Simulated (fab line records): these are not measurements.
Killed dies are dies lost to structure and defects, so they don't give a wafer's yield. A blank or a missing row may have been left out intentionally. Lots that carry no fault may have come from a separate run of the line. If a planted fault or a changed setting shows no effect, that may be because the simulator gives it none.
fab line records || flow sky130 || part 2 of 2: steps 24 to 32 of 32
[record] {"lots": 5, "wafers": 15, "last-day": 50}
route steps=708 shown METAL3@565 VIA3@573
lots that met no fault: from a run of the same line without faults
start-h: hours from the record's opening day to when the first of the lot's shown wafers began || wait-h: hours since the lot's step before || " as in the row above || L1.1+2: one row covering several wafers at once || - value missing, or start not given || * or withheld: withheld || < > ~ a bound
route shown NAME@n: names a module that has steps shown in the file, with the first one's number in the route || usual: mean/standard deviation taken from wafers without a fault || same: alike in all rows || chamber/n: place in a boat || sites: each site's reading || _std_site: standard deviation across them || _edge_site: outer sites' mean less inner sites' || radius-mm: how far each site lies from the wafer's centre || mask NAME#n: copy n || behind: the most recent tool/chamber to have shaped the wafer || hold: why the lot was held/for how many hours/how that ended || device: whichever transistor did not switch (one of n, p or np) || end of line: the same wafers' tests at the end of the route || where a step has no rows: the recipe by itself || killed: not the wafer's yield, but the dies lost to structure and defects at the first sort || map: a wafer's dies, marking killed ones x, the rest . and places with no die _
set.NAME: the setting that was run; set.NAME@STEP: the one run at that earlier step || model.NAME: the simulator's own value behind a step, which no gauge read
lots at some steps of the route; a table a step, a row a wafer
services: from which hour (start-h, from the record's first day; less than 0 if before it) a tool's chamber was out of use, for how many hours, and why
[[steps]]
[step SKY_VIA3_ETCH_15]
[recipe] {"target": "SiO2", "chemistry": "C4F8/O2/Ar", "target-depth-nm": 507, "stop-on": "TiN", "mask-material": "KrF-thick", "source-w": 1500, "bias-w": 1200, "pressure-mtorr": 40, "c4f8-flow-sccm": "withheld", "O2_flow_sccm": 6, "Ar_flow_sccm": 300, "time-s": 78}
[usual] {"bias-w": "1199/3.8", "oes-product-au": "0.945/0.0046"}
{"lot.wafer": "L080.2", "tool": "rie-diel-04", "chamber": 1, "start-h": 983.34, "wait-h": 0.0, "bias-w": 1200, "oes-product-au": 0.947}
{"lot.wafer": "L080.4", "tool": "rie-diel-04", "chamber": 2, "start-h": 983.34, "wait-h": 0.0, "bias-w": 1195, "oes-product-au": 0.935}
{"lot.wafer": "L080.5", "tool": "rie-diel-04", "chamber": 1, "start-h": 983.34, "wait-h": 0.0, "bias-w": 1194, "oes-product-au": 0.941}
{"lot.wafer": "L084.3", "tool": "rie-diel-04", "chamber": 1, "start-h": 1008.95, "wait-h": 0.0, "bias-w": 1198, "oes-product-au": 0.944}
{"lot.wafer": "L084.4", "tool": "rie-diel-04", "chamber": 0, "start-h": 1008.95, "wait-h": 0.0, "bias-w": 1199, "oes-product-au": 0.949}
{"lot.wafer": "L084.6", "tool": "rie-diel-04", "chamber": 3, "start-h": 1008.95, "wait-h": 0.0, "bias-w": 1202, "oes-product-au": 0.944}
{"lot.wafer": "L094.1", "tool": "rie-diel-04", "chamber": 2, "start-h": 1057.69, "wait-h": 0.0, "bias-w": 1198, "oes-product-au": 0.948}
{"lot.wafer": "L094.2", "tool": "rie-diel-04", "chamber": 0, "start-h": 1057.69, "wait-h": 0.0, "bias-w": 1195, "oes-product-au": 0.942}
{"lot.wafer": "L094.5", "tool": "rie-diel-04", "chamber": 3, "start-h": 1057.69, "wait-h": 0.0, "bias-w": 1208, "oes-product-au": 0.951}
{"lot.wafer": "L095.2", "tool": "rie-diel-03", "chamber": 3, "start-h": 1060.29, "wait-h": 0.0, "bias-w": 1198, "oes-product-au": 0.950}
{"lot.wafer": "L095.3", "tool": "rie-diel-03", "chamber": 1, "start-h": 1060.29, "wait-h": 0.0, "bias-w": 1197, "oes-product-au": 0.950}
{"lot.wafer": "L095.4", "tool": "rie-diel-03", "chamber": 2, "start-h": 1060.29, "wait-h": 0.0, "bias-w": 1198, "oes-product-au": 0.944}
{"lot.wafer": "L097.2", "tool": "rie-diel-03", "chamber": 3, "start-h": 1075.14, "wait-h": 0.0, "bias-w": 1201, "oes-product-au": 0.947}
{"lot.wafer": "L097.3", "tool": "rie-diel-03", "chamber": 1, "start-h": 1075.14, "wait-h": 0.0, "bias-w": 1196, "oes-product-au": 0.940}
{"lot.wafer": "L097.6", "tool": "rie-diel-03", "chamber": 1, "start-h": 1075.14, "wait-h": 0.0, "bias-w": 1196, "oes-product-au": 0.945}
[step SKY_VIA3_STRIP_16]
[recipe] {"chemistry": "O2/N2", "power-w": 1400, "pressure-mtorr": 1500, "platen-temp-c": "withheld", "o2-flow-sccm": 3000, "n2-flow-sccm": 300, "overash-fraction": 0.5}
[usual] {"drypump-motor-current-A": "5.28/0.26", "oes-product-au": "0.402/0.0046", "strip-time-to-endpoint-s": "4.131/0.024"}
{"lot.wafer": "L080.2", "tool": "plasma-asher-01", "chamber": 0, "start-h": 983.40, "wait-h": 0.0, "drypump-motor-current-A": 5.13, "oes-product-au": 0.402, "rf-hours-counter-h": 56, "strip-time-to-endpoint-s": 4.116}
{"lot.wafer": "L080.4", "tool": "plasma-asher-01", "chamber": 1, "start-h": 983.40, "wait-h": 0.0, "drypump-motor-current-A": 5.56, "oes-product-au": 0.400, "rf-hours-counter-h": "-", "strip-time-to-endpoint-s": 4.102}
{"lot.wafer": "L080.5", "tool": "plasma-asher-01", "chamber": 1, "start-h": 983.40, "wait-h": 0.0, "drypump-motor-current-A": 5.57, "oes-product-au": 0.405, "rf-hours-counter-h": "-", "strip-time-to-endpoint-s": 4.132}
{"lot.wafer": "L084.3", "tool": "plasma-asher-01", "chamber": 1, "start-h": 1009.04, "wait-h": 0.1, "drypump-motor-current-A": 5.55, "oes-product-au": 0.395, "rf-hours-counter-h": "-", "strip-time-to-endpoint-s": 4.130}
{"lot.wafer": "L084.4", "tool": "plasma-asher-01", "chamber": 0, "start-h": 1009.04, "wait-h": 0.1, "drypump-motor-current-A": 5.15, "oes-product-au": 0.407, "rf-hours-counter-h": "-", "strip-time-to-endpoint-s": 4.137}
{"lot.wafer": "L084.6", "tool": "plasma-asher-01", "chamber": 1, "start-h": 1009.04, "wait-h": 0.1, "drypump-motor-current-A": 5.55, "oes-product-au": 0.412, "rf-hours-counter-h": "-", "strip-time-to-endpoint-s": 4.123}
{"lot.wafer": "L094.1", "tool": "plasma-asher-03", "chamber": 1, "start-h": 1057.75, "wait-h": 0.0, "drypump-motor-current-A": 4.94, "oes-product-au": 0.395, "rf-hours-counter-h": 96, "strip-time-to-endpoint-s": 4.102}
{"lot.wafer": "L094.2", "tool": "plasma-asher-03", "chamber": 0, "start-h": 1057.75, "wait-h": 0.0, "drypump-motor-current-A": 5.45, "oes-product-au": 0.405, "rf-hours-counter-h": 96, "strip-time-to-endpoint-s": 4.115}
{"lot.wafer": "L094.5", "tool": "plasma-asher-03", "chamber": 0, "start-h": 1057.75, "wait-h": 0.0, "drypump-motor-current-A": 5.43, "oes-product-au": 0.395, "rf-hours-counter-h": "-", "strip-time-to-endpoint-s": 4.074}
{"lot.wafer": "L095.2", "tool": "plasma-asher-03", "chamber": 1, "start-h": 1060.35, "wait-h": 0.0, "drypump-motor-current-A": 4.95, "oes-product-au": 0.401, "rf-hours-counter-h": 97, "strip-time-to-endpoint-s": 4.121}
{"lot.wafer": "L095.3", "tool": "plasma-asher-03", "chamber": 1, "start-h": 1060.35, "wait-h": 0.0, "drypump-motor-current-A": 4.95, "oes-product-au": 0.407, "rf-hours-counter-h": "-", "strip-time-to-endpoint-s": 4.123}
{"lot.wafer": "L095.4", "tool": "plasma-asher-03", "chamber": 0, "start-h": 1060.35, "wait-h": 0.0, "drypump-motor-current-A": 5.45, "oes-product-au": 0.398, "rf-hours-counter-h": "-", "strip-time-to-endpoint-s": 4.074}
{"lot.wafer": "L097.2", "tool": "plasma-asher-02", "chamber": 0, "start-h": 1075.20, "wait-h": 0.0, "drypump-motor-current-A": 5.62, "oes-product-au": 0.406, "rf-hours-counter-h": 32, "strip-time-to-endpoint-s": 4.171}
{"lot.wafer": "L097.3", "tool": "plasma-asher-02", "chamber": 0, "start-h": 1075.20, "wait-h": 0.0, "drypump-motor-current-A": 5.62, "oes-product-au": 0.405, "rf-hours-counter-h": "-", "strip-time-to-endpoint-s": 4.172}
{"lot.wafer": "L097.6", "tool": "plasma-asher-02", "chamber": 0, "start-h": 1075.20, "wait-h": 0.0, "drypump-motor-current-A": 5.66, "oes-product-au": 0.406, "rf-hours-counter-h": "-", "strip-time-to-endpoint-s": 4.175}
[step SKY_VIA3_STRIP_17]
[recipe] {"chemistry": "post-etch-residue-remover", "time-s": 1200, "temp-c": 72.5}
[usual] {"bath-heat-duty-pct": "15.1/1.2"}
{"lot.wafer": "L080.2", "tool": "wet-bench-02", "chamber": 1, "start-h": 983.50, "wait-h": 0.1, "bath-heat-duty-pct": 15.3}
{"lot.wafer": "L080.4", "tool": "wet-bench-02", "chamber": 1, "start-h": 983.50, "wait-h": 0.1, "bath-heat-duty-pct": 16.2}
{"lot.wafer": "L080.5", "tool": "wet-bench-02", "chamber": 1, "start-h": 983.50, "wait-h": 0.1, "bath-heat-duty-pct": 15.0}
{"lot.wafer": "L084.3", "tool": "wet-bench-04", "chamber": 3, "start-h": 1009.11, "wait-h": 0.0, "bath-heat-duty-pct": 16.1}
{"lot.wafer": "L084.4", "tool": "wet-bench-04", "chamber": 3, "start-h": 1009.11, "wait-h": 0.0, "bath-heat-duty-pct": 16.9}
{"lot.wafer": "L084.6", "tool": "wet-bench-04", "chamber": 3, "start-h": 1009.11, "wait-h": 0.0, "bath-heat-duty-pct": 15.2}
{"lot.wafer": "L094.1", "tool": "wet-bench-02", "chamber": 0, "start-h": 1057.85, "wait-h": 0.1, "bath-heat-duty-pct": 16.0}
{"lot.wafer": "L094.2", "tool": "wet-bench-02", "chamber": 0, "start-h": 1057.85, "wait-h": 0.1, "bath-heat-duty-pct": 13.7}
{"lot.wafer": "L094.5", "tool": "wet-bench-02", "chamber": 0, "start-h": 1057.85, "wait-h": 0.1, "bath-heat-duty-pct": 15.8}
{"lot.wafer": "L095.2", "tool": "wet-bench-04", "chamber": 0, "start-h": 1060.45, "wait-h": 0.1, "bath-heat-duty-pct": 13.7}
{"lot.wafer": "L095.3", "tool": "wet-bench-04", "chamber": 0, "start-h": 1060.45, "wait-h": 0.1, "bath-heat-duty-pct": 13.7}
{"lot.wafer": "L095.4", "tool": "wet-bench-04", "chamber": 0, "start-h": 1060.45, "wait-h": 0.1, "bath-heat-duty-pct": 13.3}
{"lot.wafer": "L097.2", "tool": "wet-bench-04", "chamber": 3, "start-h": 1075.30, "wait-h": 0.1, "bath-heat-duty-pct": 16.5}
{"lot.wafer": "L097.3", "tool": "wet-bench-04", "chamber": 3, "start-h": 1075.30, "wait-h": 0.1, "bath-heat-duty-pct": 14.4}
{"lot.wafer": "L097.6", "tool": "wet-bench-04", "chamber": 3, "start-h": 1075.30, "wait-h": 0.1, "bath-heat-duty-pct": 15.8}
[step SKY_VIA3_CLEAN_18]
[recipe] {"chemistry": "IPA", "time-s": 180, "temp-c": 25}
[usual] {"bath-heat-duty-pct": "6.5/0.67"}
{"lot.wafer": "L080.2", "tool": "wet-bench-02", "chamber": 1, "start-h": 983.84, "wait-h": 0.0, "bath-heat-duty-pct": 6.7}
{"lot.wafer": "L080.4", "tool": "wet-bench-02", "chamber": 1, "start-h": 983.84, "wait-h": 0.0, "bath-heat-duty-pct": 6.4}
{"lot.wafer": "L080.5", "tool": "wet-bench-02", "chamber": 1, "start-h": 983.84, "wait-h": 0.0, "bath-heat-duty-pct": 6.3}
{"lot.wafer": "L084.3", "tool": "wet-bench-02", "chamber": 1, "start-h": 1009.45, "wait-h": 0.0, "bath-heat-duty-pct": 5.0}
{"lot.wafer": "L084.4", "tool": "wet-bench-02", "chamber": 1, "start-h": 1009.45, "wait-h": 0.0, "bath-heat-duty-pct": 6.0}
{"lot.wafer": "L084.6", "tool": "wet-bench-02", "chamber": 1, "start-h": 1009.45, "wait-h": 0.0, "bath-heat-duty-pct": 6.4}
{"lot.wafer": "L094.1", "tool": "wet-bench-02", "chamber": 0, "start-h": 1058.19, "wait-h": 0.0, "bath-heat-duty-pct": 6.1}
{"lot.wafer": "L094.2", "tool": "wet-bench-02", "chamber": 0, "start-h": 1058.19, "wait-h": 0.0, "bath-heat-duty-pct": 6.1}
{"lot.wafer": "L094.5", "tool": "wet-bench-02", "chamber": 0, "start-h": 1058.19, "wait-h": 0.0, "bath-heat-duty-pct": 6.0}
{"lot.wafer": "L095.2", "tool": "wet-bench-02", "chamber": 3, "start-h": 1060.79, "wait-h": 0.0, "bath-heat-duty-pct": 6.0}
{"lot.wafer": "L095.3", "tool": "wet-bench-02", "chamber": 3, "start-h": 1060.79, "wait-h": 0.0, "bath-heat-duty-pct": 7.8}
{"lot.wafer": "L095.4", "tool": "wet-bench-02", "chamber": 3, "start-h": 1060.79, "wait-h": 0.0, "bath-heat-duty-pct": 7.2}
{"lot.wafer": "L097.2", "tool": "wet-bench-02", "chamber": 1, "start-h": 1075.64, "wait-h": 0.0, "bath-heat-duty-pct": 6.4}
{"lot.wafer": "L097.3", "tool": "wet-bench-02", "chamber": 1, "start-h": 1075.64, "wait-h": 0.0, "bath-heat-duty-pct": 7.9}
{"lot.wafer": "L097.6", "tool": "wet-bench-02", "chamber": 1, "start-h": 1075.64, "wait-h": 0.0, "bath-heat-duty-pct": 6.7}
[step SKY_VIA3_CLEAN_19]
[recipe] {"chemistry": "O3/DIW", "dry": "n2-spin"}
{"lot.wafer": "L080.2+4+5", "tool": "wet-bench-04", "chamber": 2, "start-h": 983.90, "wait-h": 0.0}
{"lot.wafer": "L084.3+4+6", "tool": "wet-bench-01", "chamber": 3, "start-h": 1009.51, "wait-h": 0.0}
{"lot.wafer": "L094.1+2+5", "tool": "wet-bench-02", "chamber": 2, "start-h": 1058.25, "wait-h": 0.0}
{"lot.wafer": "L095.2+3+4", "tool": "wet-bench-01", "chamber": 0, "start-h": 1060.85, "wait-h": 0.0}
{"lot.wafer": "L097.2+3+6", "tool": "wet-bench-04", "chamber": 0, "start-h": 1075.70, "wait-h": 0.0}
[step SKY_VIA3_SPUTTER_20]
[recipe] {"material": "TiN", "target-thk-nm": 20, "chamber-pressure-pa": 5, "power-w": 4000, "time-s": 80}
[usual] {"throttle-valve-pct": "29.9/0.82"}
{"lot.wafer": "L080.2", "tool": "pvd-sputter-01", "chamber": "-", "start-h": 983.99, "wait-h": 0.0, "throttle-valve-pct": 31.1}
{"lot.wafer": "L080.4", "tool": "pvd-sputter-01", "chamber": "-", "start-h": 983.99, "wait-h": 0.0, "throttle-valve-pct": 29.7}
{"lot.wafer": "L080.5", "tool": "pvd-sputter-01", "chamber": "-", "start-h": 983.99, "wait-h": 0.0, "throttle-valve-pct": 29.0}
{"lot.wafer": "L084.3", "tool": "pvd-sputter-04", "chamber": "-", "start-h": 1009.61, "wait-h": 0.0, "throttle-valve-pct": 28.8}
{"lot.wafer": "L084.4", "tool": "pvd-sputter-04", "chamber": "-", "start-h": 1009.61, "wait-h": 0.0, "throttle-valve-pct": 29.4}
{"lot.wafer": "L084.6", "tool": "pvd-sputter-04", "chamber": "-", "start-h": 1009.61, "wait-h": 0.0, "throttle-valve-pct": 30.3}
{"lot.wafer": "L094.1", "tool": "pvd-sputter-01", "chamber": "-", "start-h": 1058.34, "wait-h": 0.0, "throttle-valve-pct": 28.7}
{"lot.wafer": "L094.2", "tool": "pvd-sputter-01", "chamber": "-", "start-h": 1058.34, "wait-h": 0.0, "throttle-valve-pct": 29.9}
{"lot.wafer": "L094.5", "tool": "pvd-sputter-01", "chamber": "-", "start-h": 1058.34, "wait-h": 0.0, "throttle-valve-pct": 29.0}
{"lot.wafer": "L095.2", "tool": "pvd-sputter-04", "chamber": "-", "start-h": 1060.95, "wait-h": 0.0, "throttle-valve-pct": 31.0}
{"lot.wafer": "L095.3", "tool": "pvd-sputter-04", "chamber": "-", "start-h": 1060.95, "wait-h": 0.0, "throttle-valve-pct": 30.0}
{"lot.wafer": "L095.4", "tool": "pvd-sputter-04", "chamber": "-", "start-h": 1060.95, "wait-h": 0.0, "throttle-valve-pct": 30.0}
{"lot.wafer": "L097.2", "tool": "pvd-sputter-04", "chamber": "-", "start-h": 1075.79, "wait-h": 0.0, "throttle-valve-pct": 29.0}
{"lot.wafer": "L097.3", "tool": "pvd-sputter-04", "chamber": "-", "start-h": 1075.79, "wait-h": 0.0, "throttle-valve-pct": 30.2}
{"lot.wafer": "L097.6", "tool": "pvd-sputter-04", "chamber": "-", "start-h": 1075.79, "wait-h": 0.0, "throttle-valve-pct": 29.4}
[step SKY_VIA3_CVD_21]
[recipe] {"material": "W", "target-thk-nm": 390, "time-s": 117.31, "temp-c": 400, "pressure-torr": 40}
[usual] {"chamber-pressure-Torr": "40.00/0.1", "heater-power-w": "856/83"}
{"lot.wafer": "L080.2", "tool": "cvd-w-01", "chamber": 0, "start-h": 984.05, "wait-h": 0.0, "chamber-pressure-Torr": 39.91, "heater-power-w": 814}
{"lot.wafer": "L080.4", "tool": "cvd-w-01", "chamber": 1, "start-h": 984.05, "wait-h": 0.0, "chamber-pressure-Torr": 39.91, "heater-power-w": 695}
{"lot.wafer": "L080.5", "tool": "cvd-w-01", "chamber": 1, "start-h": 984.05, "wait-h": 0.0, "chamber-pressure-Torr": 39.90, "heater-power-w": 708}
{"lot.wafer": "L084.3", "tool": "cvd-w-01", "chamber": 0, "start-h": 1009.71, "wait-h": 0.1, "chamber-pressure-Torr": 40.09, "heater-power-w": 832}
{"lot.wafer": "L084.4", "tool": "cvd-w-01", "chamber": 1, "start-h": 1009.71, "wait-h": 0.1, "chamber-pressure-Torr": 40.06, "heater-power-w": 716}
{"lot.wafer": "L084.6", "tool": "cvd-w-01", "chamber": 1, "start-h": 1009.71, "wait-h": 0.1, "chamber-pressure-Torr": 39.83, "heater-power-w": 705}
{"lot.wafer": "L094.1", "tool": "cvd-w-02", "chamber": 0, "start-h": 1058.40, "wait-h": 0.0, "chamber-pressure-Torr": 40.01, "heater-power-w": 907}
{"lot.wafer": "L094.2", "tool": "cvd-w-02", "chamber": 1, "start-h": 1058.40, "wait-h": 0.0, "chamber-pressure-Torr": 39.97, "heater-power-w": 938}
{"lot.wafer": "L094.5", "tool": "cvd-w-02", "chamber": 0, "start-h": 1058.40, "wait-h": 0.0, "chamber-pressure-Torr": 39.98, "heater-power-w": 925}
{"lot.wafer": "L095.2", "tool": "cvd-w-02", "chamber": 0, "start-h": 1061.01, "wait-h": 0.0, "chamber-pressure-Torr": 40.13, "heater-power-w": 902}
{"lot.wafer": "L095.3", "tool": "cvd-w-02", "chamber": 0, "start-h": 1061.01, "wait-h": 0.0, "chamber-pressure-Torr": 40.01, "heater-power-w": 905}
{"lot.wafer": "L095.4", "tool": "cvd-w-02", "chamber": 1, "start-h": 1061.01, "wait-h": 0.0, "chamber-pressure-Torr": 40.10, "heater-power-w": 922}
{"lot.wafer": "L097.2", "tool": "cvd-w-02", "chamber": 1, "start-h": 1075.85, "wait-h": 0.0, "chamber-pressure-Torr": 39.74, "heater-power-w": 947}
{"lot.wafer": "L097.3", "tool": "cvd-w-02", "chamber": 1, "start-h": 1075.85, "wait-h": 0.0, "chamber-pressure-Torr": 39.89, "heater-power-w": 965}
{"lot.wafer": "L097.6", "tool": "cvd-w-02", "chamber": 1, "start-h": 1075.85, "wait-h": 0.0, "chamber-pressure-Torr": 39.96, "heater-power-w": 927}
[step SKY_VIA3_RS_MEAS_22]
[recipe] {"thk-meas-gauge": "four-point-probe", "reads": "W_of_VIA3_CVD_21+TiN_of_VIA3_SPUTTER_20"}
[usual] {"VIA3_W_RS": "0.2943/0.0028"}
{"lot.wafer": "L080.2", "tool": "film-metro-01", "chamber": "-", "start-h": 984.19, "wait-h": 0.1, "VIA3_W_RS[ohm/sq]": 0.2926}
{"lot.wafer": "L080.4", "tool": "film-metro-01", "chamber": "-", "start-h": 984.19, "wait-h": 0.1, "VIA3_W_RS[ohm/sq]": 0.2963}
{"lot.wafer": "L080.5", "tool": "film-metro-01", "chamber": "-", "start-h": 984.19, "wait-h": 0.1, "VIA3_W_RS[ohm/sq]": 0.2949}
{"lot.wafer": "L084.3", "tool": "film-metro-03", "chamber": "-", "start-h": 1009.83, "wait-h": 0.1, "VIA3_W_RS[ohm/sq]": 0.2936}
{"lot.wafer": "L084.4", "tool": "film-metro-03", "chamber": "-", "start-h": 1009.83, "wait-h": 0.1, "VIA3_W_RS[ohm/sq]": 0.2964}
{"lot.wafer": "L084.6", "tool": "film-metro-03", "chamber": "-", "start-h": 1009.83, "wait-h": 0.1, "VIA3_W_RS[ohm/sq]": 0.2958}
{"lot.wafer": "L094.1", "tool": "film-metro-04", "chamber": "-", "start-h": 1058.53, "wait-h": 0.1, "VIA3_W_RS[ohm/sq]": 0.2869}
{"lot.wafer": "L094.2", "tool": "film-metro-04", "chamber": "-", "start-h": 1058.53, "wait-h": 0.1, "VIA3_W_RS[ohm/sq]": 0.2947}
{"lot.wafer": "L094.5", "tool": "film-metro-04", "chamber": "-", "start-h": 1058.53, "wait-h": 0.1, "VIA3_W_RS[ohm/sq]": 0.2921}
{"lot.wafer": "L095.2", "tool": "film-metro-01", "chamber": "-", "start-h": 1061.15, "wait-h": 0.1, "VIA3_W_RS[ohm/sq]": 0.2906}
{"lot.wafer": "L095.3", "tool": "film-metro-01", "chamber": "-", "start-h": 1061.15, "wait-h": 0.1, "VIA3_W_RS[ohm/sq]": 0.2920}
{"lot.wafer": "L095.4", "tool": "film-metro-01", "chamber": "-", "start-h": 1061.15, "wait-h": 0.1, "VIA3_W_RS[ohm/sq]": 0.2984}
{"lot.wafer": "L097.2", "tool": "film-metro-03", "chamber": "-", "start-h": 1075.99, "wait-h": 0.1, "VIA3_W_RS[ohm/sq]": 0.2920}
{"lot.wafer": "L097.3", "tool": "film-metro-03", "chamber": "-", "start-h": 1075.99, "wait-h": 0.1, "VIA3_W_RS[ohm/sq]": 0.2910}
{"lot.wafer": "L097.6", "tool": "film-metro-03", "chamber": "-", "start-h": 1075.99, "wait-h": 0.1, "VIA3_W_RS[ohm/sq]": 0.2925}
[step SKY_VIA3_THK_MEAS_23]
[recipe] {"thk-meas-gauge": "xrf", "reads": "W_of_VIA3_CVD_21"}
[usual] {"VIA3_W_THK": "398/5.2"}
{"lot.wafer": "L080.2", "tool": "film-metro-01", "chamber": "-", "start-h": 984.30, "wait-h": 0.1, "VIA3_W_THK[nm]": 396}
{"lot.wafer": "L080.4", "tool": "film-metro-01", "chamber": "-", "start-h": 984.30, "wait-h": 0.1, "VIA3_W_THK[nm]": 390}
{"lot.wafer": "L080.5", "tool": "film-metro-01", "chamber": "-", "start-h": 984.30, "wait-h": 0.1, "VIA3_W_THK[nm]": 391}
{"lot.wafer": "L084.3", "tool": "film-metro-03", "chamber": "-", "start-h": 1009.93, "wait-h": 0.1, "VIA3_W_THK[nm]": 401}
{"lot.wafer": "L084.4", "tool": "film-metro-03", "chamber": "-", "start-h": 1009.93, "wait-h": 0.1, "VIA3_W_THK[nm]": 398}
{"lot.wafer": "L084.6", "tool": "film-metro-03", "chamber": "-", "start-h": 1009.93, "wait-h": 0.1, "VIA3_W_THK[nm]": 397}
{"lot.wafer": "L094.1", "tool": "film-metro-04", "chamber": "-", "start-h": 1058.65, "wait-h": 0.1, "VIA3_W_THK[nm]": 419}
{"lot.wafer": "L094.2", "tool": "film-metro-04", "chamber": "-", "start-h": 1058.65, "wait-h": 0.1, "VIA3_W_THK[nm]": 403}
{"lot.wafer": "L094.5", "tool": "film-metro-04", "chamber": "-", "start-h": 1058.65, "wait-h": 0.1, "VIA3_W_THK[nm]": 410}
{"lot.wafer": "L095.2", "tool": "film-metro-01", "chamber": "-", "start-h": 1061.26, "wait-h": 0.1, "VIA3_W_THK[nm]": 401}
{"lot.wafer": "L095.3", "tool": "film-metro-01", "chamber": "-", "start-h": 1061.26, "wait-h": 0.1, "VIA3_W_THK[nm]": 398}
{"lot.wafer": "L095.4", "tool": "film-metro-01", "chamber": "-", "start-h": 1061.26, "wait-h": 0.1, "VIA3_W_THK[nm]": 390}
{"lot.wafer": "L097.2", "tool": "film-metro-03", "chamber": "-", "start-h": 1076.10, "wait-h": 0.1, "VIA3_W_THK[nm]": 399}
{"lot.wafer": "L097.3", "tool": "film-metro-03", "chamber": "-", "start-h": 1076.10, "wait-h": 0.1, "VIA3_W_THK[nm]": 404}
{"lot.wafer": "L097.6", "tool": "film-metro-03", "chamber": "-", "start-h": 1076.10, "wait-h": 0.1, "VIA3_W_THK[nm]": 402}
[[services]]
{"tool": "cvd-w-02", "chamber": "-", "start-h": 933.60, "hours": 6.9, "kind": "pm"}
{"tool": "rie-metal-03", "chamber": 1, "start-h": 933.70, "hours": 7.2, "kind": "repair"}
{"tool": "pvd-sputter-04", "chamber": "-", "start-h": 933.97, "hours": 2.4, "kind": "repair"}
{"tool": "krf-scanner-01", "chamber": "-", "start-h": 937.58, "hours": 0.4, "kind": "repair"}
{"tool": "rie-metal-03", "chamber": "-", "start-h": 937.68, "hours": 2.8, "kind": "pm"}
{"tool": "krf-scanner-01", "chamber": "-", "start-h": 937.71, "hours": 0.7, "kind": "repair"}
{"tool": "hdpcvd-01", "chamber": "-", "start-h": 950.25, "hours": 15.0, "kind": "pm"}
{"tool": "hdpcvd-02", "chamber": "-", "start-h": 950.94, "hours": 1.0, "kind": "repair"}
{"tool": "krf-scanner-02", "chamber": "-", "start-h": 953.67, "hours": 1.3, "kind": "pm"}
{"tool": "rie-metal-02", "chamber": 1, "start-h": 969.27, "hours": 1.8, "kind": "repair"}
{"tool": "rie-metal-03", "chamber": 1, "start-h": 980.39, "hours": 20.4, "kind": "repair"}
{"tool": "krf-scanner-02", "chamber": "-", "start-h": 987.38, "hours": 0.8, "kind": "pm"}
{"tool": "cmp-02", "chamber": "-", "start-h": 994.74, "hours": 6.1, "kind": "pm"}
{"tool": "rie-diel-03", "chamber": "-", "start-h": 995.79, "hours": 3.9, "kind": "repair"}
{"tool": "pvd-sputter-04", "chamber": "-", "start-h": 1005.31, "hours": 0.9, "kind": "repair"}
{"tool": "cvd-w-02", "chamber": 1, "start-h": 1005.81, "hours": 16.1, "kind": "repair"}
{"tool": "cvd-w-02", "chamber": "-", "start-h": 1006.29, "hours": 1.4, "kind": "repair"}
{"tool": "cmp-02", "chamber": "-", "start-h": 1014.51, "hours": 2.5, "kind": "repair"}
{"tool": "wet-bench-04", "chamber": "-", "start-h": 1024.52, "hours": 2.0, "kind": "repair"}
{"tool": "rie-diel-04", "chamber": "-", "start-h": 1025.73, "hours": 2.8, "kind": "pm"}
{"tool": "rie-diel-03", "chamber": 2, "start-h": 1039.05, "hours": 7.4, "kind": "repair"}
{"tool": "plasma-asher-01", "chamber": "-", "start-h": 1056.79, "hours": 20.1, "kind": "repair"}
{"tool": "wet-bench-02", "chamber": "-", "start-h": 1058.61, "hours": 1.9, "kind": "pm"}
{"tool": "cmp-02", "chamber": "-", "start-h": 1068.86, "hours": 0.3, "kind": "repair"}
